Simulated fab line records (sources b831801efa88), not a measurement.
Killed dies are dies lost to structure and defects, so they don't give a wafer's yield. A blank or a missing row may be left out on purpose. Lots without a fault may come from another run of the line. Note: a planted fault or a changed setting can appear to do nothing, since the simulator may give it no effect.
Comparing a struck lot with a sound one || flow sky130 || 43 out of 708 route steps
Sound: wafers L727.1, L727.4, L727.6. Struck: wafer L747.5 (left out: L747.4, L747.6 of the same lot, which were not struck); the cause appears at the end.
Order at every step that has rows: each side's tool, ch and its chambers, its first start. Under that, the readings that differ: sound wafers || struck wafers || difference of the means || sigmas: that difference in standard deviations of wafers without a fault.
alike: a reading whose means differ by less than 2 such deviations, as well as words and numbers matching on both sides. not compared: withheld readings; readings where some wafer has no value; bounds like >300 that might hide an equal value; numbers whose values overlap and for which the record gives no deviation.
The two part at a step that has a row with sigmas, a row that says differs or no value, or rows on one side only. Numbers that have no deviation but don't overlap get no sigmas and don't part them. A reading that every wafer of one side lacks parts them only if that side has two wafers or more.

first, 8 steps without rows for these wafers: SKY_FIELD_ISO_DEHYDRATE_05 (time 60 s); SKY_FIELD_ISO_HMDS_06 (prime time 60 s); SKY_FIELD_ISO_COAT_07 (resist thk 60 nm); SKY_FIELD_ISO_COAT_08 (resist thk 450 nm); SKY_FIELD_ISO_SOFTBAKE_09 (time 90 s); SKY_FIELD_ISO_EXPOSE_10 (exposes mask FOM, target cd 150 nm); SKY_FIELD_ISO_PEB_11; SKY_FIELD_ISO_DEVELOP_12 (develop time 60 s).
SKY_FIELD_ISO_CD_MEAS_13: target cd 150 nm.
  struck on cdSem-01, day 6 13:11; sound on cdSem-01, day 2 04:56
  alike: cdNm
SKY_FIELD_ISO_ETCH_14: etches BARC in N2/H2, stops on SiO2, time 45.9 s, target depth 60 nm.
  sound on rieDiel-04 ch 0,2,3, day 2 05:03; struck on rieDiel-01 ch 2, day 6 13:15
  alike: biasW, drypumpMotorCurrentA, oesProductAu, throttleValvePct
  not compared: rfHoursCounterH
SKY_FIELD_ISO_ETCH_15: etches the open film in CHF3/O2, stops on Si, target depth 180 nm, time 72 s.
  sound on rieDiel-04 ch 0,2,3, day 2 05:05; struck on rieDiel-01 ch 2, day 6 13:17
  alike: biasW, drypumpMotorCurrentA, oesProductAu, throttleValvePct
  not compared: rfHoursCounterH
SKY_FIELD_ISO_STRIP_16: strips in O2/N2.
  sound on plasmaAsher-03 ch 0,1, day 2 05:09; struck on plasmaAsher-02 ch 1, day 6 13:23
  alike: drypumpMotorCurrentA, oesProductAu, stripTimeToEndpointS
  not compared: rfHoursCounterH
SKY_FIELD_ISO_ETCH_17: etches Si in HBr/Cl2/O2, target depth 342 nm, time 97.7 s.
  sound on rieSi-02 ch 1,2,3, day 2 05:15; struck on rieSi-01 ch 0, day 6 13:27
  alike: biasW, drypumpMotorCurrentA, oesProductAu, throttleValvePct
  not compared: rfHoursCounterH
then, 5 steps without rows for these wafers: SKY_FIELD_ISO_WET_ETCH_18 (etches Si3N4 in H3PO4, target depth 25 nm, time 286 s); SKY_FIELD_ISO_CLEAN_19 (cleans in SC1/SC2, time 150 s); SKY_FIELD_ISO_CLEAN_20 (cleans in dHF, time 20 s); SKY_FIELD_ISO_WET_ETCH_21 (etches SiO2 in dHF, target depth 20 nm, time 400 s); SKY_FIELD_ISO_OXIDATION_22 (stabilise 600 s, purge 300 s, target thk 10 nm).
SKY_FIELD_ISO_THK_MEAS_23:
  struck on filmMetro-01, day 6 15:20; sound on filmMetro-04, day 2 07:20
{"reading": "FIELD_ISO_OXIDATION_01_THK (nm)", "sound": "10.59 10.57 10.61", "struck": 10.02, "difference": -0.57, "sigmas": -3}
then, 1 step without rows for these wafers: SKY_FIELD_ISO_CVD_24 (deposits SiO2, target thk 595 nm, time 99.2 s).
SKY_FIELD_ISO_THK_MEAS_25:
  struck on filmMetro-02, day 6 15:28; sound on filmMetro-02, day 2 07:28
  alike: FIELD_ISO_CVD_24_THK
then, 1 step without rows for these wafers: SKY_FIELD_ISO_ANNEAL_26 (time 1800 s).
SKY_FIELD_ISO_CMP_27: polishes, stops on Si3N4, t overpolish 16 s, target thk 457.8 nm.
  sound on cmp-01 ch 1,2,3, day 2 10:14; struck on cmp-02 ch 1, day 6 17:00
  alike: motorCurrentA, overpolishRunS, retainingRingPressureFrac, timeToEndpointS
then, 5 steps without rows for these wafers: SKY_FIELD_ISO_WET_ETCH_28 (etches SiO2 in dHF, target depth 23.7 nm, time 47 s); SKY_FIELD_ISO_WET_ETCH_29 (etches Si3N4 in H3PO4, target depth 160 nm, time 1825 s); SKY_FIELD_ISO_WET_ETCH_30 (etches SiO2 in dHF, target depth 25 nm, time 50 s); SKY_NWELL_CLEAN_00 (cleans in SC1/SC2, time 150 s); SKY_NWELL_OXIDATION_01 (stabilise 600 s, purge 300 s, target thk 10 nm).
SKY_NWELL_THK_MEAS_02:
  struck on filmMetro-02, day 6 19:27; sound on filmMetro-03, day 2 14:14
  alike: NWELL_OXIDATION_THK
then, 8 steps without rows for these wafers: SKY_DNWELL_DEHYDRATE_00 (time 60 s); SKY_DNWELL_HMDS_01 (prime time 60 s); SKY_DNWELL_COAT_02 (resist thk 3000 nm); SKY_DNWELL_SOFTBAKE_03; SKY_DNWELL_EXPOSE_04 (exposes mask DNM, target cd 3000 nm); SKY_DNWELL_PEB_05; SKY_DNWELL_DEVELOP_06 (develop time 60 s); SKY_DNWELL_IMPLANT_07.
SKY_DNWELL_STRIP_08: strips in O2/N2.
  sound on plasmaAsher-03 ch 0,1, day 3 05:07; struck on plasmaAsher-03 ch 0, day 7 14:39
  alike: drypumpMotorCurrentA, oesProductAu, stripTimeToEndpointS
  not compared: rfHoursCounterH
SKY_DNWELL_TW_MEAS_09:
  struck on filmMetro-01, day 7 14:45; sound on filmMetro-03, day 3 05:13
  alike: DNWELL_TW
then, 3 steps without rows for these wafers: SKY_PWDE_DEHYDRATE_00 (time 60 s); SKY_PWDE_HMDS_01 (prime time 60 s); SKY_PWDE_COAT_02 (resist thk 3000 nm).
-- the record jumps here: 43 days lie between the struck wafers' starts before and after (it left off in module PWDE and takes up again in module PAD_OPEN, whose first step shown is number 708 of the route) --
SKY_PAD_OPEN_PROBE_99:
  struck on prober-02, day 50 12:41; sound on prober-01, day 45 23:26
{"reading": "hold", "sound": "- - -", "struck": "awaitDispo/5.3h/release", "difference": "no value on the sound wafers", "sigmas": ""}
{"reading": "killedAtFrontEnd", "sound": "15 23 14", "struck": 49, "difference": "+32", "sigmas": "+8"}
{"reading": "killedDies", "sound": "84 84 94", "struck": 105, "difference": "+18", "sigmas": "+2"}
  alike: killed_at_M0_to_M3, killed_at_M4_up, killedAtContacts, killedAtOther, killedOpen, killedShort

== WHERE THEY PART ==
Earliest at SKY_FIELD_ISO_THK_MEAS_23; latest, in this record, at SKY_PAD_OPEN_PROBE_99.

WHY: whatever the simulator had introduced
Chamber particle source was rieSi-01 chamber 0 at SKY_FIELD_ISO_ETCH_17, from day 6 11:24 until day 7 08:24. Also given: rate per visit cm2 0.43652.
